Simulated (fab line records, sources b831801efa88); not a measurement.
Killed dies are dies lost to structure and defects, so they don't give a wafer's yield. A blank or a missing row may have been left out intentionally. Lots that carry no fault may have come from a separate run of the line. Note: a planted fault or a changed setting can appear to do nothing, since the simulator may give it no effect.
What tool caused it? | flow gf180mcu | 45 wafers from 15 lots sampled at 5 of the route's 602 steps

== WHAT THE GAUGES SHOWED, per wafer ==
GF_HV_LDD_OVL_MEAS_47. Usual: HV_LDD_03_OVL typically reads 0.7 nm, with standard deviation 1.4.
lot  | measured     | on         | HV_LDD_03_OVL (nm) | flag
L224 | day 12 05:29 | overlay-02 | 0.9 1.4 1.0        | 
L226 | day 12 19:03 | overlay-01 | 2.6 1.2 0.8        | 
L227 | day 13 11:51 | overlay-01 | -0.3 -1.0 0.5      | 
L228 | day 13 17:57 | overlay-02 | 1.3 0.9 1.3        | 
L230 | day 14 07:42 | overlay-01 | 0.5 3.5 -0.9       | 
L231 | day 14 09:17 | overlay-02 | -0.3 0.7 0.3       | 
L232 | day 15 05:48 | overlay-02 | 1.5 2.5 0.9        | 
L233 | day 15 06:05 | overlay-01 | 1.1 2.4 0.5        | 
L234 | day 15 14:11 | overlay-02 | 0.6 -2.0 -1.7      | 
L235 | day 15 21:50 | overlay-02 | 0.0 -2.8 1.0       | 
L238 | day 17 14:38 | overlay-01 | 1.6 -0.1 2.0       | 
L239 | day 17 17:45 | overlay-02 | 3.1 2.5 2.9        | 
L242 | day 18 18:32 | overlay-02 | 1.7 2.2 2.1        | 
L243 | day 18 21:11 | overlay-01 | 0.9 0.0 0.8        | 
L246 | day 19 17:38 | overlay-01 | 2.3 0.3 1.7        | 

GF_HV_LDD_TW_MEAS_50. Usual: HV_LDD_4_TW typically reads 570.1, with standard deviation 2.4.
lot  | measured     | on           | HV_LDD_4_TW       | flag
L224 | day 12 05:46 | filmMetro-04 | 571.8 570.8 567.3 | 
L226 | day 12 19:20 | filmMetro-03 | 568.0 574.4 568.4 | 
L227 | day 13 12:08 | filmMetro-04 | 567.1 567.8 567.4 | 
L228 | day 13 18:14 | filmMetro-04 | 567.1 565.4 567.9 | 
L230 | day 14 07:59 | filmMetro-02 | 566.8 566.5 566.1 | 
L231 | day 14 09:35 | filmMetro-04 | 573.7 570.1 569.6 | 
L232 | day 15 06:06 | filmMetro-04 | 572.8 574.1 571.3 | 
L233 | day 15 06:23 | filmMetro-04 | 572.9 569.4 570.2 | 
L234 | day 15 14:28 | filmMetro-02 | 572.7 570.0 567.9 | 
L235 | day 15 22:08 | filmMetro-04 | 570.0 572.0 574.0 | 
L238 | day 17 14:55 | filmMetro-03 | 569.1 576.5 574.0 | 
L239 | day 17 18:02 | filmMetro-03 | 571.7 569.3 573.6 | 
L242 | day 18 18:50 | filmMetro-04 | 571.2 571.9 572.6 | 
L243 | day 18 21:29 | filmMetro-04 | 568.9 571.2 571.9 | 
L246 | day 19 17:55 | filmMetro-02 | 570.2 570.0 573.5 | 

GF_NSD_TW_MEAS_12. Usual: NSD_TW typically reads 4279, with standard deviation 45.
lot  | measured     | on           | NSD_TW         | flag
L224 | day 13 04:29 | filmMetro-01 | 4343 4306 4347 | 
L226 | day 13 18:56 | filmMetro-01 | 4297 4289 4298 | 
L227 | day 14 11:40 | filmMetro-03 | 4249 4227 4257 | 
L228 | day 14 18:12 | filmMetro-04 | 4267 4281 4287 | 
L230 | day 15 08:59 | filmMetro-01 | 4329 4343 4336 | 
L231 | day 15 11:03 | filmMetro-01 | 4342 4347 4344 | 
L232 | day 16 06:59 | filmMetro-01 | 4296 4316 4317 | 
L233 | day 16 08:16 | filmMetro-01 | 4344 4329 4314 | 
L234 | day 16 16:17 | filmMetro-03 | 4240 4282 4253 | 
L235 | day 16 23:44 | filmMetro-01 | 4322 4315 4316 | 
L238 | day 18 17:40 | filmMetro-03 | 4253 4240 4224 | 
L239 | day 18 22:11 | filmMetro-03 | 4216 4235 4233 | 
L242 | day 19 22:24 | filmMetro-01 | 4361 4327 4346 | 
L243 | day 20 01:19 | filmMetro-03 | 4247 4280 4271 | 
L246 | day 20 21:14 | filmMetro-04 | 4240 4237 4238 | 

GF_PSD_RS_MEAS_14: measures by four-point-probe. Usual: NSD_RS typically reads 46.52 ohm/sq, with standard deviation 0.096.
lot  | measured     | on           | NSD_RS (ohm/sq)   | flag
L224 | day 14 00:11 | filmMetro-04 | 46.57 46.56 46.57 | 
L226 | day 14 15:38 | filmMetro-01 | 46.37 46.32 46.48 | 
L227 | day 15 09:19 | filmMetro-04 | 46.38 46.46 46.53 | 
L228 | day 15 16:44 | filmMetro-03 | 46.62 46.66 46.66 | 
L230 | day 16 06:37 | filmMetro-01 | 46.45 46.39 46.41 | 
L231 | day 16 09:27 | filmMetro-03 | 46.68 46.58 46.69 | 
L232 | day 17 06:34 | filmMetro-04 | 46.51 46.47 46.33 | 
L233 | day 17 07:28 | filmMetro-01 | 46.43 46.57 46.52 | 
L234 | day 17 16:16 | filmMetro-01 | 46.49 46.45 46.46 | 
L235 | day 17 23:49 | filmMetro-03 | 46.54 46.56 46.60 | 
L238 | day 19 18:43 | filmMetro-01 | - - -             | OFF
L239 | day 19 22:46 | filmMetro-03 | - - -             | OFF
L242 | day 20 23:28 | filmMetro-03 | 46.55 46.48 46.59 | 
L243 | day 21 01:44 | filmMetro-04 | - - -             | OFF
L246 | day 21 21:53 | filmMetro-03 | 46.50 46.61 46.57 | 

== TOOL THAT RAN EACH LOT (tool first, then ch and the chambers of the sampled wafers, then the start) ==
lot  | GF_NSD_IMPLANT_09
L224 | implanter-03 ch 0, day 13 04:05
L226 | implanter-02 ch 0, day 13 18:32
L227 | implanter-02 ch 0, day 14 11:16
L228 | implanter-02 ch 0, day 14 17:49
L230 | implanter-03 ch 0, day 15 08:37
L231 | implanter-02 ch 0, day 15 10:40
L232 | implanter-02 ch 0, day 16 06:37
L233 | implanter-04 ch 0, day 16 07:52
L234 | implanter-02 ch 0, day 16 15:53
L235 | implanter-02 ch 0, day 16 23:20
L238 | implanter-02 ch 0, day 18 17:16
L239 | implanter-02 ch 0, day 18 21:47
L242 | implanter-04 ch 0, day 19 22:01
L243 | implanter-02 ch 0, day 20 00:55
L246 | implanter-03 ch 0, day 20 20:50
- GF_NSD_IMPLANT_09

== AS READ BY THE TOOLS THEMSELVES (means over the sampled wafers that have a number; for cases with no such wafer, the mark the record gives instead) ==
GF_NSD_IMPLANT_09. Usual: tiltDeg 7.002 degrees, standard deviation 0.022.
lot  | tool         | tiltDeg (degrees) | flag
L224 | implanter-03 | 7.004             | 
L226 | implanter-02 | 7.002             | 
L227 | implanter-02 | 6.957             | 
L228 | implanter-02 | 7.026             | 
L230 | implanter-03 | 7.004             | 
L231 | implanter-02 | 7.028             | 
L232 | implanter-02 | 7.020             | 
L233 | implanter-04 | 7.002             | 
L234 | implanter-02 | 7.018             | 
L235 | implanter-02 | 7.023             | 
L238 | implanter-02 | 6.299             | OFF
L239 | implanter-02 | 6.270             | OFF
L242 | implanter-04 | 7.015             | 
L243 | implanter-02 | 6.278             | OFF
L246 | implanter-03 | 6.995             | 

== THE ANSWER, worked out from the rows above alone ==
Rule: lot off if the mean of its wafers having a number is beyond 3 standard deviations from the usual mean. Also off: a lot with no number at a reading for which 4 or more lots have one. Any other lot the step has rows for is counted as sound. The gauges are gone through in route order, then the tools' own readings, and for those a lot's mean is taken as printed above. The first step at which some lot is off is used, and at that step the reading that is off furthest; a lot without a number counts as furthest.
Off: L238, L239, L243, seen at GF_PSD_RS_MEAS_14 (NSD_RS). Without a number there: L238, L239, L243.
If a tool, at a process step before that reading, ran all the lots that are off and no sound lot after the first of them, it fits. The gauges at GF_PSD_RS_MEAS_14 aren't tried: what is off there is off at GF_NSD_IMPLANT_09 too, on other tools, and a gauge's error can't cause that. One fits: GF_NSD_IMPLANT_09 on implanter-02. A fault onset in the window from L235 (day 16 23:20, its last sound lot) to L238 (day 18 17:16, its first lot off) fits.
The tool's own readings at GF_NSD_IMPLANT_09 bear it out: on the lots that are off they differ by more than 5 times the standard deviation of the sound lots' means. tiltDeg reads 6.282 degrees there against 7.008 degrees on the sound lots.

== WHAT HAD BEEN PUT IN BY THE SIMULATOR ==
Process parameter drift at GF_NSD_IMPLANT_09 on implanter-02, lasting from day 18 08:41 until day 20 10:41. From 7, the setting tiltDeg moved by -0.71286. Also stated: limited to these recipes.
Shown lots that were struck: L238, L239, L243. The rule above reached the same finding.
